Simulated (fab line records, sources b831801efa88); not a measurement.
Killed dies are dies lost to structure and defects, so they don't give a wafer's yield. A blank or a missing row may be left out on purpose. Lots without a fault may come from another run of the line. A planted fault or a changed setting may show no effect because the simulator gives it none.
A struck lot beside a sound one | flow sky130 | 43 steps out of a route of 708
Sound: wafers L353.1, L353.3, L353.4. Struck: wafers L361.1, L361.2, L361.6. The cause comes at the end.
At each step with rows: each side's tool, then ch and its chambers, then its first start. Under that, the readings that differ: sound wafers | struck wafers | difference of the means | sigmas: that difference in standard deviations of wafers without a fault.
alike: readings whose means differ by less than 2 such deviations, and words and numbers that are the same on both sides. not compared: withheld readings, readings that some wafer has no value for, bounds like >300 that may hide the same value, and numbers for which the record gives no deviation and whose values overlap.
The two part at a step that has a row with sigmas, a row that says differs or no value, or rows on one side only. Numbers that don't overlap but have no deviation are shown without sigmas and don't part them. A reading that every wafer of one side lacks parts them only if that side has two wafers or more.

SKY_GATE_OXIDE_TW_MEAS_14:
  sound on film_metro-01, day 16 12:56; struck on film_metro-04, day 19 15:16
  reading       | sound             | struck            | difference | sigmas
  GATE_OXIDE_TW | 229.1 228.4 229.6 | 222.6 223.4 224.0 | -5.7       | -2
then, 3 steps without rows for these wafers: SKY_GATE_OXIDE_CLEAN_15 (cleans in SC1/SC2, time 150 s); SKY_GATE_OXIDE_OXIDATION_16 (stabilise 600 s, purge 300 s, target thk 3.57 nm); SKY_POLY_GATE_CVD_00 (deposits poly-Si, target thk 180 nm, time 720 s).
SKY_POLY_GATE_THK_MEAS_01:
  sound on film_metro-01, day 16 22:49; struck on film_metro-04, day 19 19:02
  alike: POLY_GATE_CVD_00_THK
then, 7 steps without rows for these wafers: SKY_RES_PROTECT_DEHYDRATE_00 (time 60 s); SKY_RES_PROTECT_HMDS_01 (prime time 60 s); SKY_RES_PROTECT_COAT_02 (resist thk 1140 nm); SKY_RES_PROTECT_SOFTBAKE_03 (time 60 s); SKY_RES_PROTECT_EXPOSE_04 (exposes mask RPM, target cd 1270 nm); SKY_RES_PROTECT_PEB_05; SKY_RES_PROTECT_DEVELOP_06 (develop time 60 s).
SKY_POLY_GATE_IMPLANT_02:
  sound on implanter-03 ch 0, day 18 03:47; struck on implanter-03 ch 0, day 21 01:47
  alike: beam_energy_keV, faraday_current_uA
SKY_RES_PROTECT_STRIP_07: strips in O2/N2.
  sound on plasma_asher-01 ch 0,1, day 18 03:56; struck on plasma_asher-02 ch 0,1, day 21 01:56
  alike: drypump_motor_current_A, o2_flow_sccm, oes_product_au, strip_time_to_endpoint_s
  not compared: rf_hours_counter_h
SKY_RES_PROTECT_TW_MEAS_08:
  sound on film_metro-02, day 18 04:02; struck on film_metro-01, day 21 02:02
  alike: POLY_GATE_TW
then, 2 steps without rows for these wafers: SKY_RES_PROTECT_CLEAN_09 (cleans in SC1/SC2, time 150 s); SKY_POLY_GATE_CVD_03 (deposits Si3N4 from DCS/NH3, target thk 75 nm, time 1290 s).
SKY_POLY_GATE_THK_MEAS_04:
  sound on film_metro-04, day 18 05:49; struck on film_metro-01, day 21 03:30
  alike: POLY_GATE_CVD_03_THK
then, 8 steps without rows for these wafers: SKY_POLY_GATE_DEHYDRATE_05 (time 60 s); SKY_POLY_GATE_HMDS_06 (prime time 60 s); SKY_POLY_GATE_COAT_07 (resist thk 110 nm); SKY_POLY_GATE_COAT_08 (resist thk 450 nm); SKY_POLY_GATE_SOFTBAKE_09 (time 90 s); SKY_POLY_GATE_EXPOSE_10 (exposes mask P1M, target cd 150 nm); SKY_POLY_GATE_PEB_11; SKY_POLY_GATE_DEVELOP_12 (develop time 60 s).
SKY_POLY_GATE_CD_MEAS_13: target cd 150 nm.
  sound on cd_sem-01, day 19 12:39; struck on cd_sem-02, day 22 10:00
  alike: cd_nm
SKY_POLY_GATE_OVL_MEAS_14:
  sound on overlay-02, day 19 12:46; struck on overlay-01, day 22 10:07
  alike: POLY_GATE_OVL
SKY_POLY_GATE_ETCH_15: etches BARC in N2/H2, stops on SiO2, time 118.5 s, target depth 110 nm.
  sound on rie_diel-01 ch 0,2,3, day 19 12:49; struck on rie_diel-01 ch 1,2,3, day 22 10:10
  alike: bias_w, drypump_motor_current_A, h2_flow_sccm, oes_product_au, throttle_valve_pct
  not compared: rf_hours_counter_h
SKY_POLY_GATE_ETCH_16: etches Si3N4 in CH3F/O2, stops on poly-Si, time 147.5 s, target depth 75 nm.
  sound on rie_diel-01 ch 0,2,3, day 19 12:53; struck on rie_diel-01 ch 1,2,3, day 22 10:14
  reading               | sound             | struck            | difference | sigmas
  oes_product_au (a.u.) | 0.636 0.638 0.636 | 0.649 0.645 0.650 | +0.011     | +2
  alike: bias_w, drypump_motor_current_A, throttle_valve_pct
  not compared: rf_hours_counter_h
SKY_POLY_GATE_ETCH_17: etches poly-Si in HBr/Cl2, stops on SiO2, target depth 180 nm, time 70.5 s.
  sound on rie_si-01 ch 1,2,3, day 19 12:59; struck on rie_si-02 ch 0,2,3, day 22 10:20
  alike: bias_w, drypump_motor_current_A, he_backside_leak_sccm, oes_product_au, throttle_valve_pct
  not compared: rf_hours_counter_h
SKY_POLY_GATE_STRIP_18: strips in O2/N2.
  sound on plasma_asher-01 ch 0,1, day 19 13:03; struck on plasma_asher-04 ch 0,1, day 22 10:24
  alike: drypump_motor_current_A, o2_flow_sccm, oes_product_au, strip_time_to_endpoint_s
  not compared: rf_hours_counter_h
then, 2 steps without rows for these wafers: SKY_POLY_GATE_CLEAN_19 (cleans in SC1/SC2, time 150 s); SKY_POLY_GATE_OXIDATION_20 (stabilise 600 s, purge 300 s, target thk 4 nm).
SKY_POLY_GATE_THK_MEAS_21:
  sound on film_metro-02, day 19 14:27; struck on film_metro-04, day 22 11:48
  alike: POLY_GATE_OXIDATION_THK
SKY_POLY_GATE_CD_MEAS_22:
  sound on cd_sem-02, day 19 14:31; struck on cd_sem-01, day 22 11:52
  alike: cd_nm
then, 6 steps without rows for these wafers: SKY_LDD_N_DEHYDRATE_00 (time 60 s); SKY_LDD_N_HMDS_01 (prime time 60 s); SKY_LDD_N_COAT_02 (resist thk 300 nm); SKY_LDD_N_SOFTBAKE_03 (time 60 s); SKY_LDD_N_EXPOSE_04 (exposes mask NTM, target cd 840 nm); SKY_LDD_N_PEB_05.
-- the record jumps here: 27 days lie between the struck wafers' starts before and after (it left off in module LDD_N and takes up again in module PAD_OPEN, whose first step shown is number 708 of the route) --
SKY_PAD_OPEN_PROBE_99:
  sound on prober-01, day 47 22:32; struck on prober-01, day 49 16:29
  reading                                        | sound                   | struck               | difference | sigmas
  model.etest.res_poly.rs_ohm_sq_rim_less_centre | -0.5749 -0.3325 -0.3134 | -3.236 -2.377 -3.348 | -2.580     |
  model.etest.res_poly.rs_ohm_sq_range           | 2.064 0.9384 1.517      | 3.478 2.906 3.558    | +1.808     |
  alike: killed_at_M0_to_M3, killed_at_M4_up, killed_at_contacts, killed_at_front_end, killed_at_other, killed_dies, killed_open, killed_short
  not compared: model.etest.res_poly.rs_ohm_sq

WHERE THEY PART
First at SKY_GATE_OXIDE_TW_MEAS_14; last, within this record, at SKY_POLY_GATE_ETCH_16. Later steps at which nothing parts them and some readings are alike: SKY_POLY_GATE_ETCH_17, SKY_POLY_GATE_STRIP_18, SKY_POLY_GATE_THK_MEAS_21, SKY_POLY_GATE_CD_MEAS_22, SKY_PAD_OPEN_PROBE_99.

WHY: what the simulator had put in
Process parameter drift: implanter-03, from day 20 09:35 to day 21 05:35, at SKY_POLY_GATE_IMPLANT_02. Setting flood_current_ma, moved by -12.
